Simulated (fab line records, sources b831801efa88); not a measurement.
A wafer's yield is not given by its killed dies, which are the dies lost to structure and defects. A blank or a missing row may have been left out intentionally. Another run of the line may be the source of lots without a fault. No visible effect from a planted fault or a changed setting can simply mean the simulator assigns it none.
fab line records | flow sky130
[record] lots = 5 wafers = 15 lastDay = 50
route steps=708 shown VIA2@519 METAL3@532 PAD_OPEN@708
lots that met no fault: from a run of the same line without faults
startH: start of the lot's first displayed wafer, in hours after the record's first day | waitH: time in hours since the lot's previous step | " repeats the value in the row above | L1.1+2: a single row standing in for several wafers | - value missing, or start not given | * or withheld: withheld | < > ~ a bound
route shown NAME@n: names a module that has steps shown in the file, with the first one's number in the route | usual: mean/standard deviation of fault-free wafers | same: alike in all rows | chamber/n: place in a boat | sites: each site's reading | _std_site: standard deviation of those values | _edge_site: inner sites' mean taken away from outer sites' mean | radiusMm: how far each site lies from the wafer's centre | mask NAME#n: copy n | behind: the tool/chamber that last shaped the wafer | hold: reason for holding the lot/hours on hold/outcome of the hold | device: transistor that didn't switch, given as n, p or np | end of line: the tests these same wafers got at the end of their route | a step without rows: its recipe alone | killed: dies that structure and defects cost at the first sort, which is not the same as the wafer's yield | map: a wafer's dies, x killed, . not, _ none there
set.NAME: the run value of the setting; set.NAME@STEP: its run value at that earlier step | model.NAME: the simulator's own value behind a step, which no gauge read
a table for each step, a row for each wafer; lots at some steps of the route
services: the hour from which a tool's chamber was out of use, counted from the record's first day as startH (under 0 if before that day), plus the number of hours and why
[[steps]]
[step SKY_VIA2_CD_MEAS_12]
[recipe] targetCdNm = 200
[usual] cdNm = 200.1/1.4
// columns lot.wafer tool chamber startH waitH cdNm
L464.2 cdSem-02 - 859.93 - 201.5
L464.3 " - " " 201.9
L464.5 " - " " 201.8
L472.1 cdSem-01 - 920.45 - 200.2
L472.2 " - " " 199.3
L472.3 " - " " 201.6
L473.2 cdSem-01 - 935.37 - 198.5
L473.5 " - " " 198.5
L473.6 " - " " 199.0
L475.2 cdSem-02 - 945.38 - 201.9
L475.3 " - " " 200.2
L475.5 " - " " 201.1
L486.1 cdSem-02 - 1011.80 - 201.6
L486.2 " - " " 202.2
L486.3 " - " " 200.4
[step SKY_VIA2_OVL_MEAS_13]
[usual] VIA2_OVL = -2/4.9
// columns lot.wafer tool chamber startH waitH VIA2_OVL[nm]
L464.2 overlay-02 - 860.04 0.1 -17
L464.3 " - " " 0
L464.5 " - " " -6
L472.1 overlay-01 - 920.57 0.1 -3
L472.2 " - " " -4
L472.3 " - " " -3
L473.2 overlay-01 - 935.48 0.1 -3
L473.5 " - " " -5
L473.6 " - " " -2
L475.2 overlay-02 - 945.48 0.1 8
L475.3 " - " " 8
L475.5 " - " " 7
L486.1 overlay-01 - 1011.92 0.1 2
L486.2 " - " " -3
L486.3 " - " " 7
[step SKY_VIA2_ETCH_14]
[recipe] chemistry = N2/H2 target = BARC ionEnergyEv = 200 sourceW = 500 biasW = 100 pressureMtorr = 30 n2FlowSccm = 100 h2FlowSccm = 200 stopOn = SiO2 timeS = 45.9 targetDepthA = 600
[usual] drypumpMotorCurrentA = 5.9/0.48 oesProductAu = 0.855/0.0051 throttleValvePct = 13.225/0.0099
// columns lot.wafer tool chamber startH waitH drypumpMotorCurrentA oesProductAu rfHoursCounterH throttleValvePct
L464.2 rieDiel-01 2 860.07 0.0 6.2 0.851 5 13.214
L464.3 " 1 " " 5.5 0.862 1 13.207
L464.5 " 0 " " 5.8 0.851 - 13.231
L472.1 rieDiel-01 0 920.61 0.0 5.7 0.859 13 13.232
L472.2 " 2 " " 6.2 0.851 7 13.216
L472.3 " 1 " " 5.5 0.850 3 13.232
L473.2 rieDiel-03 3 935.51 0.0 6.1 0.862 5 13.225
L473.5 " 0 " " 5.9 0.860 - 13.222
L473.6 " 3 " " 6.1 0.866 - 13.230
L475.2 rieDiel-03 0 945.51 0.0 5.9 0.851 19 13.228
L475.3 " 1 " " 5.0 0.854 26 13.222
L475.5 " 1 " " 5.0 0.858 - 13.227
L486.1 rieDiel-01 1 1011.96 0.0 5.6 0.866 5 13.217
L486.2 " 3 " " 6.4 0.860 15 13.221
L486.3 " 2 " " 6.2 0.856 9 13.214
[step SKY_VIA2_ETCH_15]
[recipe] target = SiO2 chemistry = C4F8/O2/Ar targetDepthNm = 546 stopOn = TiN maskMaterial = KrF-thick sourceW = 1500 biasW = 1200 pressureMtorr = 40 c4f8FlowSccm = withheld O2_flow_sccm = 6 Ar_flow_sccm = 300 timeS = 84
[usual] oesProductAu = 0.939/0.0052
// columns lot.wafer tool chamber startH waitH oesProductAu rfHoursCounterH
L464.2 rieDiel-01 2 860.11 0.0 0.945 5
L464.3 " 1 " " 0.933 1
L464.5 " 0 " " 0.938 -
L472.1 rieDiel-01 0 920.65 0.0 0.939 13
L472.2 " 2 " " 0.939 7
L472.3 " 1 " " 0.941 3
L473.2 rieDiel-03 3 935.55 0.0 0.941 5
L473.5 " 0 " " 0.940 -
L473.6 " 3 " " 0.941 -
L475.2 rieDiel-03 0 945.56 0.0 0.936 19
L475.3 " 1 " " 0.940 26
L475.5 " 1 " " 0.935 -
L486.1 rieDiel-01 1 1012.00 0.0 0.938 5
L486.2 " 3 " " 0.938 15
L486.3 " 2 " " 0.938 9
[step SKY_VIA2_STRIP_16]
[recipe] chemistry = O2/N2 powerW = 1400 pressureMtorr = 1500 platenTempC = withheld o2FlowSccm = 3000 n2FlowSccm = 300 overashFraction = 0.5
[usual] drypumpMotorCurrentA = 5.8/0.39 oesProductAu = 0.399/0.0046 stripTimeToEndpointS = 4.058/0.025
// columns lot.wafer tool chamber startH waitH drypumpMotorCurrentA oesProductAu rfHoursCounterH stripTimeToEndpointS
L464.2 plasmaAsher-01 0 860.17 0.0 6.4 0.400 103 4.051
L464.3 " 0 " " 6.4 0.390 - 4.051
L464.5 " 1 " " 5.5 0.398 - 4.019
L472.1 plasmaAsher-01 1 920.71 0.0 5.5 0.401 109 4.058
L472.2 " 0 " " 6.3 0.397 109 4.047
L472.3 " 1 " " 5.5 0.401 - 4.054
L473.2 plasmaAsher-04 1 935.61 0.0 5.9 0.401 51 4.076
L473.5 " 0 " " 5.6 0.401 - 4.059
L473.6 " 1 " " 5.9 0.396 - 4.101
L475.2 plasmaAsher-01 1 945.62 0.0 5.6 0.398 112 4.035
L475.3 " 0 " " 6.4 0.402 - 4.034
L475.5 " 1 " " 5.6 0.385 - 4.016
L486.1 plasmaAsher-04 1 1012.06 0.0 5.9 0.397 58 4.071
L486.2 " 0 " " 5.6 0.402 58 4.083
L486.3 " 1 " " 5.9 0.398 - 4.075
[step SKY_VIA2_STRIP_17]
[recipe] chemistry = postEtchResidueRemover timeS = 1200 tempC = 72.5
[step SKY_VIA2_CLEAN_18]
[recipe] chemistry = IPA timeS = 180 tempC = 25
[step SKY_VIA2_CLEAN_19]
[recipe] chemistry = O3/DIW dry = n2Spin
[step SKY_VIA2_SPUTTER_20]
[recipe] material = TiN targetThkNm = 20 chamberPressurePa = 5 powerW = 4000 timeS = 80
[usual] throttleValvePct = 29.5/1
// columns lot.wafer tool chamber startH waitH throttleValvePct
L464.2 pvdSputter-03 - 860.82 0.0 28.5
L464.3 " - " " 31.8
L464.5 " - " " 29.1
L472.1 pvdSputter-02 - 921.30 0.0 28.9
L472.2 " - " " 28.7
L472.3 " - " " 30.1
L473.2 pvdSputter-03 - 936.24 0.0 29.1
L473.5 " - " " 32.2
L473.6 " - " " 28.8
L475.2 pvdSputter-03 - 946.22 0.0 28.8
L475.3 " - " " 29.1
L475.5 " - " " 28.6
L486.1 pvdSputter-02 - 1012.66 0.0 28.7
L486.2 " - " " 28.9
L486.3 " - " " 30.1
[step SKY_VIA2_CVD_21]
[recipe] material = W targetThkNm = 420 timeS = 126.4 tempC = 400 pressureTorr = 40
[step SKY_VIA2_RS_MEAS_22]
[recipe] thkMeasGauge = four-point-probe reads = W_of_VIA2_CVD_21+TiN_of_VIA2_SPUTTER_20
[usual] VIA2_W_RS = 0.273/0.003
// columns lot.wafer tool chamber startH waitH VIA2_W_RS[ohm/sq]
L464.2 filmMetro-02 - 861.03 0.1 0.263
L464.3 " - " " 0.264
L464.5 " - " " 0.264
L472.1 filmMetro-02 - 921.50 0.1 0.282
L472.2 " - " " 0.277
L472.3 " - " " 0.280
L473.2 filmMetro-01 - 936.59 0.2 0.271
L473.5 " - " " 0.272
L473.6 " - " " 0.270
L475.2 filmMetro-01 - 946.43 0.1 0.273
L475.3 " - " " 0.270
L475.5 " - " " 0.268
L486.1 filmMetro-02 - 1012.85 0.1 0.273
L486.2 " - " " 0.276
L486.3 " - " " 0.276
[step SKY_VIA2_THK_MEAS_23]
[recipe] thkMeasGauge = xrf reads = W_of_VIA2_CVD_21
[usual] VIA2_W_THK = 407/6.8
// columns lot.wafer tool chamber startH waitH VIA2_W_THK[nm]
L464.2 filmMetro-02 - 861.14 0.1 421
L464.3 " - " " 421
L464.5 " - " " 419
L472.1 filmMetro-02 - 921.62 0.1 394
L472.2 " - " " 400
L472.3 " - " " 393
L473.2 filmMetro-01 - 936.70 0.1 412
L473.5 " - " " 413
L473.6 " - " " 418
L475.2 filmMetro-01 - 946.54 0.1 413
L475.3 " - " " 413
L475.5 " - " " 417
L486.1 filmMetro-02 - 1012.97 0.1 407
L486.2 " - " " 401
L486.3 " - " " 399
[step SKY_VIA2_CMP_24]
[recipe] stopOn = SiO2 tOverpolishS = 20 downForcePsi = 3.5 platenRpm = 60 targetThkNm = 0 padVelocityMS = 0.94248
[usual] motorCurrentA = 10.4/1.2 overpolishRunS = 20.001/0.0094 tOverpolishS = 20/0 timeToEndpointS = 103/5.3
// columns lot.wafer tool chamber startH waitH motorCurrentA overpolishRunS tOverpolishS timeToEndpointS
L464.3 cmp-01 0 861.19 0.0 10.9 20.002 20 102
L464.2 " 2 " " 9.6 19.996 20 108
L464.5 " 1 " " 10.4 20.001 20 107
L472.1 cmp-02 2 921.68 0.1 9.2 20.005 20 98
L472.2 " 3 " " 8.6 20.004 20 107
L472.3 " 0 " " 12.1 20.007 20 99
L473.2 cmp-02 3 936.85 0.1 8.7 19.990 20 109
L473.6 " 1 " " 11.9 19.988 20 107
L473.5 " 2 " " 10.0 27.285 27.29 101
L475.2 cmp-01 2 946.70 0.1 9.6 19.998 20 101
L475.3 " 3 " " 9.8 20.023 20 97
L475.5 " 2 " " 10.0 20.003 20 106
L486.2 cmp-02 2 1013.03 0.0 9.5 20.008 20 105
L486.1 " 3 " " 8.9 19.990 20 114
L486.3 " 1 " " 12.4 19.996 20 106
[step SKY_METAL3_SPUTTER_00]
[recipe] material = Ti targetThkNm = 15 powerW = 3000 timeS = 10 chamberPressurePa = 0.4
[usual] throttleValvePct = 29.6/1.1
// columns lot.wafer tool chamber startH waitH throttleValvePct
L464.2 pvdSputter-01 - 861.49 0.1 30.5
L464.3 " - " " 28.1
L464.5 " - " " 30.1
L472.1 pvdSputter-03 - 921.98 0.2 28.3
L472.2 " - " " 29.0
L472.3 " - " " 29.4
L473.2 pvdSputter-02 - 937.05 0.1 30.2
L473.5 " - " " 29.8
L473.6 " - " " 30.5
L475.2 pvdSputter-03 - 946.95 0.2 31.8
L475.3 " - " " 29.2
L475.5 " - " " 29.1
L486.1 pvdSputter-03 - 1013.33 0.2 31.7
L486.2 " - " " 28.2
L486.3 " - " " 28.8
[step SKY_PAD_OPEN_PROBE_99]
[usual] defectLimitedYield = 82.6/2.2 killed_at_M0_to_M3 = 43/7.9 killed_at_M4_up = 2.9/1.8 killedAtContacts = 24/5.5 killedAtFrontEnd = 15/4.2 killedDies = 86/11 killedOpen = 47/8.1 killedShort = 39/6.4 sort_bin_3_pad_short = 0.9/0.44 sort_bin_5_function = 10.3/1.4 sort_bin_6_memory = 6.3/1.3 sortNPass = 406/11 sortYieldPct = 82.6/2.2
[same] grossDies = 492 killedAtBackSide = 0 killedAtOther = 0 sort_bin_4_leakage[%] = 0 sort_bin_8_speed[%] = 0
// columns lot.wafer tool chamber startH waitH defectLimitedYield[%] killed_at_M0_to_M3 killed_at_M4_up killedAtContacts killedAtFrontEnd killedDies killedOpen killedShort sort_bin_3_pad_short[%] sort_bin_5_function[%] sort_bin_6_memory[%] sortNPass sortYieldPct[%]
L464.2 prober-02 - 1089.05 0.1 81.3 46 4 28 14 92 58 34 1.2 10.8 6.7 400 81.3
L464.3 prober-02 - 1089.10 0.2 82.7 36 0 32 17 85 53 32 1.2 10.8 5.3 407 82.7
L464.5 prober-02 - 1089.20 0.2 81.5 54 6 20 11 91 42 48 0.6 10.6 7.3 401 81.5
L472.1 prober-02 - 1135.41 0.1 82.5 50 1 22 13 86 52 34 0.2 10.8 6.5 406 82.5
L472.2 prober-02 - 1135.46 0.1 81.1 50 6 27 10 93 49 44 0.2 10.2 8.5 399 81.1
L472.3 prober-02 - 1135.51 0.2 83.7 35 2 32 11 80 55 25 0.6 10.4 5.3 412 83.7
L473.2 prober-01 - 1149.38 0.1 79.5 37 9 31 24 101 49 52 1.6 10.2 8.7 391 79.5
L473.5 prober-01 - 1149.53 0.2 84.8 38 2 26 9 75 30 45 1.0 7.9 6.3 417 84.8
L473.6 prober-01 - 1149.58 0.2 83.3 44 5 22 11 82 40 42 1.4 8.5 6.7 410 83.3
L475.2 prober-01 - 1157.57 0.1 80.5 56 3 22 15 96 58 38 1.6 10.6 7.3 396 80.5
L475.3 prober-01 - 1157.62 0.2 84.8 42 6 16 11 75 40 35 0.8 10.6 3.9 417 84.8
L475.5 prober-01 - 1157.72 0.2 86.0 37 2 15 15 69 40 29 0.6 8.3 5.1 423 86.0
L486.1 prober-02 - 1200.66 0.1 85.8 34 2 16 18 70 31 39 0.6 8.3 5.3 422 85.8
L486.2 prober-02 - 1200.71 0.1 83.9 38 1 24 16 79 40 39 0.6 9.1 6.3 413 83.9
L486.3 prober-02 - 1200.76 0.2 83.5 37 1 24 19 81 42 39 1.2 9.6 5.7 411 83.5
// killed by level:class
L464.2 VIA1:geometricParticle:open=18 CONTACT:geometricParticle:open=11 VIA3:geometricParticle:open=8 CONTACT:geometricParticle:short=7 LI_CONTACT:geometricParticle:open=6 VIA3:geometricParticle:short=5 FIELD_ISO:geometricParticle:short=4 FIELD_ISO:geometricParticle:open=4
L464.3 CONTACT:geometricParticle:open=13 VIA1:geometricParticle:open=12 LI_CONTACT:geometricParticle:open=7 POLY_GATE:geometricParticle:open=6 CONTACT:geometricParticle:short=6 VIA3:geometricParticle:open=6 SPACER:geometricParticle:short=4 METAL2:geometricParticle:short=4
L464.5 METAL1:geometricParticle:short=9 METAL2:geometricParticle:short=9 CONTACT:geometricParticle:open=8 VIA1:geometricParticle:open=8 VIA3:geometricParticle:open=7 CONTACT:geometricParticle:short=6 POLY_GATE:geometricParticle:open=5 VIA3:geometricParticle:short=5
L472.1 VIA1:geometricParticle:open=13 CONTACT:geometricParticle:open=8 VIA3:geometricParticle:open=8 METAL2:geometricParticle:short=6 VIA2:geometricParticle:open=6 FIELD_ISO:geometricParticle:open=5 LI_CONTACT:geometricParticle:open=5 LI_CONTACT:geometricParticle:short=4
L472.2 CONTACT:geometricParticle:open=12 METAL2:geometricParticle:short=10 VIA2:geometricParticle:open=8 VIA1:geometricParticle:open=8 LI_CONTACT:geometricParticle:open=6 METAL1:geometricParticle:short=6 METAL3:geometricParticle:short=6 VIA3:geometricParticle:open=6
L472.3 CONTACT:geometricParticle:open=13 VIA1:geometricParticle:open=8 LI_CONTACT:geometricParticle:open=8 VIA3:geometricParticle:open=8 CONTACT:geometricParticle:short=6 METAL2:geometricParticle:short=6 VIA2:geometricParticle:open=6 FIELD_ISO:geometricParticle:open=4
L473.2 CONTACT:geometricParticle:open=9 CONTACT:geometricParticle:short=9 POLY_GATE:geometricParticle:open=8 VIA1:geometricParticle:open=8 METAL4:geometricParticle:short=8 VIA2:geometricParticle:open=7 FIELD_ISO:geometricParticle:open=6 LOCAL_INTERCONNECT:geometricParticle:short=5
L473.5 CONTACT:geometricParticle:open=9 VIA1:geometricParticle:short=9 METAL2:geometricParticle:short=7 CONTACT:geometricParticle:short=6 VIA1:geometricParticle:open=6 LI_CONTACT:geometricParticle:open=5 LOCAL_INTERCONNECT:geometricParticle:short=5 METAL3:geometricParticle:short=5
L473.6 VIA1:geometricParticle:open=12 LI_CONTACT:geometricParticle:open=8 VIA1:geometricParticle:short=8 CONTACT:geometricParticle:open=6 METAL2:geometricParticle:short=6 FIELD_ISO:geometricParticle:short=4 CONTACT:geometricParticle:short=4 METAL1:geometricParticle:short=4
L475.2 VIA1:geometricParticle:open=15 VIA2:geometricParticle:open=12 LI_CONTACT:geometricParticle:open=7 VIA3:geometricParticle:open=7 CONTACT:geometricParticle:open=6 METAL2:geometricParticle:short=6 POLY_GATE:geometricParticle:open=4 CONTACT:geometricParticle:short=4
L475.3 VIA1:geometricParticle:open=12 METAL2:geometricParticle:short=9 LI_CONTACT:geometricParticle:open=8 VIA2:geometricParticle:open=7 CONTACT:geometricParticle:short=5 VIA2:geometricParticle:short=5 METAL4:geometricParticle:short=5 FIELD_ISO:geometricParticle:open=3
L475.5 LI_CONTACT:geometricParticle:open=9 VIA2:geometricParticle:open=7 METAL2:geometricParticle:short=7 VIA1:geometricParticle:short=6 VIA1:geometricParticle:open=6 POLY_GATE:geometricParticle:open=4 CONTACT:geometricParticle:open=4 VIA3:geometricParticle:short=3
L486.1 FIELD_ISO:geometricParticle:short=11 METAL1:geometricParticle:short=6 VIA3:geometricParticle:open=6 LI_CONTACT:geometricParticle:open=5 FIELD_ISO:geometricParticle:open=4 CONTACT:geometricParticle:open=4 VIA1:geometricParticle:short=4 VIA1:geometricParticle:open=4
L486.2 METAL1:geometricParticle:short=8 CONTACT:geometricParticle:open=7 VIA3:geometricParticle:open=7 FIELD_ISO:geometricParticle:open=6 CONTACT:geometricParticle:short=6 METAL3:geometricParticle:short=6 LI_CONTACT:geometricParticle:open=5 FIELD_ISO:geometricParticle:short=4
L486.3 CONTACT:geometricParticle:open=8 VIA1:geometricParticle:open=6 VIA2:geometricParticle:open=6 LI_CONTACT:geometricParticle:open=5 LOCAL_INTERCONNECT:geometricParticle:short=5 VIA1:geometricParticle:short=5 VIA3:geometricParticle:open=5 POLY_GATE:geometricParticle:open=4
[[services]]
// columns tool chamber startH hours kind
pvdSputter-01 - 836.52 16.7 repair
pvdSputter-02 - 860.26 2.4 repair
rieDiel-01 1 879.58 9.8 repair
cmp-02 - 897.99 7.2 pm
rieDiel-01 3 901.83 6.0 repair
rieDiel-01 3 911.02 10.0 repair
cmp-02 - 912.15 2.3 repair
cmp-02 - 914.48 4.0 pm
cmp-02 - 918.48 - consumableReplace:conditioner
cmp-02 - 918.48 - consumableReplace:pad
cmp-01 - 928.09 1.7 repair
rieDiel-01 - 929.86 0.6 repair
plasmaAsher-04 - 951.30 2.8 pm
rieDiel-03 3 965.62 7.4 repair
cmp-02 - 967.55 2.0 repair
rieDiel-01 1 970.35 2.5 repair
pvdSputter-01 - 973.72 3.7 repair
cmp-01 - 976.78 0.6 repair
plasmaAsher-04 - 981.75 1.3 repair
rieDiel-01 0 1004.77 5.9 repair
cmp-01 - 1010.08 5.2 pm
[[key]]
[firstSign] step = SKY_VIA2_CMP_24 reading = tOverpolishS direction = up sigmas = 99+ usual = 20 struck = 27.29
[effect] step = SKY_VIA2_CMP_24 reading = overpolishRunS direction = up sigmas = 99+ usual = 20.001 struck = 27.285
metAt SKY_VIA2_CMP_24
struckWafers L473.5
onsetBetween 921.68 936.85
[fault] kind = processParameterDrift tool = cmp-02 chamber = 2 onsetH = 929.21 steps = SKY_VIA2_CMP_24 channel = tOverpolishS offset = 7.2897 shape = step endH = 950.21 actsIn = theseRecipesOnly stated = 20
